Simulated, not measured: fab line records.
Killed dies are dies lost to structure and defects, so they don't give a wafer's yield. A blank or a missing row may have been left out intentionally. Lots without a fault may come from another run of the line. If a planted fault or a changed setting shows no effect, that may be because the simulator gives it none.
Comparing a struck lot with a sound one | flow sky130 | 16 steps out of a route of 708
Sound: wafers L508.1, L508.2, L508.3. Struck: wafer L496.6; the same lot's L496.1 was not struck, so it is left out; see the end for the cause.
Each step with rows lists, per side, the tool, then ch with its chambers, then its first start. Under that, the readings that differ: sound wafers | struck wafers | difference of the means | sigmas: that difference in standard deviations of wafers without a fault.
alike: words and numbers the same on both sides, and readings whose means are apart by under 2 such deviations; not compared: readings that were withheld, readings missing a value for some wafer, numbers with overlapping values and no deviation given by the record, and bounds like >300 which may hide the same value.
A row with sigmas, a row that says differs or no value, or rows on one side alone: a step with any of these is where the two part. Numbers that don't overlap but have no deviation are shown without sigmas and don't part them. Lack of a reading on every wafer of one side parts them only where that side has two or more wafers.

SKY_NWELL_RS_MEAS_29: a four-point-probe measurement.
  struck on filmMetro-04, day 8 03:19; sound on filmMetro-01, day 11 03:40
  alike: NWELL_RS
SKY_NWELL_RS_MEAS_31: a four-point-probe measurement.
  struck on filmMetro-04, day 8 03:33; sound on filmMetro-01, day 11 03:55
  alike: PWDE_RS
then, 7 steps without rows for these wafers: SKY_VT_ADJUST_HVTP_DEHYDRATE_00 (time 60 s); SKY_VT_ADJUST_HVTP_HMDS_01 (prime time 60 s); SKY_VT_ADJUST_HVTP_COAT_02 (resist thk 1140 nm); SKY_VT_ADJUST_HVTP_SOFTBAKE_03 (time 60 s); SKY_VT_ADJUST_HVTP_EXPOSE_04 (exposes mask HVTPM, target cd 380 nm); SKY_VT_ADJUST_HVTP_PEB_05; SKY_VT_ADJUST_HVTP_DEVELOP_06 (develop time 60 s).
SKY_VT_ADJUST_HVTP_CD_MEAS_07: target cd 380 nm.
  struck on cdSem-02, day 9 01:04; sound on cdSem-02, day 12 02:58
  alike: cdNm
SKY_VT_ADJUST_HVTP_OVL_MEAS_08:
  struck on overlay-01, day 9 01:11; sound on overlay-01, day 12 03:05
  alike: VT_ADJUST_HVTP_OVL
SKY_VT_ADJUST_HVTP_IMPLANT_09:
  sound on implanter-01 ch 0, day 12 03:07; struck on implanter-02 ch 0, day 9 01:13
SKY_VT_ADJUST_HVTP_STRIP_10: strips in O2/N2.
  sound on plasmaAsher-01 ch 0,1, day 12 03:16; struck on plasmaAsher-04 ch 0, day 9 01:22
  alike: drypumpMotorCurrentA, oesProductAu, stripTimeToEndpointS
  not compared: rfHoursCounterH
SKY_VT_ADJUST_HVTP_TW_MEAS_11:
  struck on filmMetro-03, day 9 01:28; sound on filmMetro-02, day 12 03:22
reading           | sound          | struck | difference | sigmas
VT_ADJUST_HVTP_TW | 1374 1377 1369 | 1286   | -87        | -7
then, 1 step without rows for these wafers: SKY_VT_ADJUST_LVTN_DEHYDRATE_00 (time 60 s).
-- the record jumps here: 40 days lie between the struck wafers' starts before and after (it left off in module VT_ADJUST_LVTN and takes up again in module PAD_OPEN, whose first step shown is number 708 of the route) --
SKY_PAD_OPEN_PROBE_99:
  struck on prober-02, day 49 07:23; sound on prober-02, day 51 13:02
reading                               | sound               | struck | difference | sigmas
killedAtContacts                      | 19 29 19            | 33     | +11        | +2
model.etest.tipP.rsOhmSq              | 6860 6875 6841      | 6204   | -655       | 
model.etest.tipP.rsOhmSqRange         | 198.7 125.3 171     | 817    | +652       | 
model.etest.tipP.rsOhmSqRimLessCentre | -96.01 -74.02 25.56 | 332.3  | +380.5     | 
model.etest.pfet_01v8.rOnOhmUm        | 2912 2975 2906      | 2620   | -311       | 
model.etest.pfet_01v8.driveUaUm       | 190.2 189.8 190.8   | 226.6  | +36.3      | 
model.etest.pfet_01v8_mvt.driveUaUm   | 151.4 151.8 152.1   | 185.7  | +33.9      | 
model.etest.pfet_01v8.driveUaUmRange  | 5.89 10.35 5.713    | 38.3   | +31.0      | 
model.etest.pfet_01v8_hvt.driveUaUm   | 143.1 141.6 142.7   | 168.1  | +25.6      | 
  alike: killed_at_M0_to_M3, killed_at_M4_up, killedAtFrontEnd, killedAtOther, killedDies, killedOpen, killedShort

## WHERE THEY PART
Last at SKY_PAD_OPEN_PROBE_99 as far as this record goes, first at SKY_VT_ADJUST_HVTP_TW_MEAS_11.

WHY: what had been put in by the simulator
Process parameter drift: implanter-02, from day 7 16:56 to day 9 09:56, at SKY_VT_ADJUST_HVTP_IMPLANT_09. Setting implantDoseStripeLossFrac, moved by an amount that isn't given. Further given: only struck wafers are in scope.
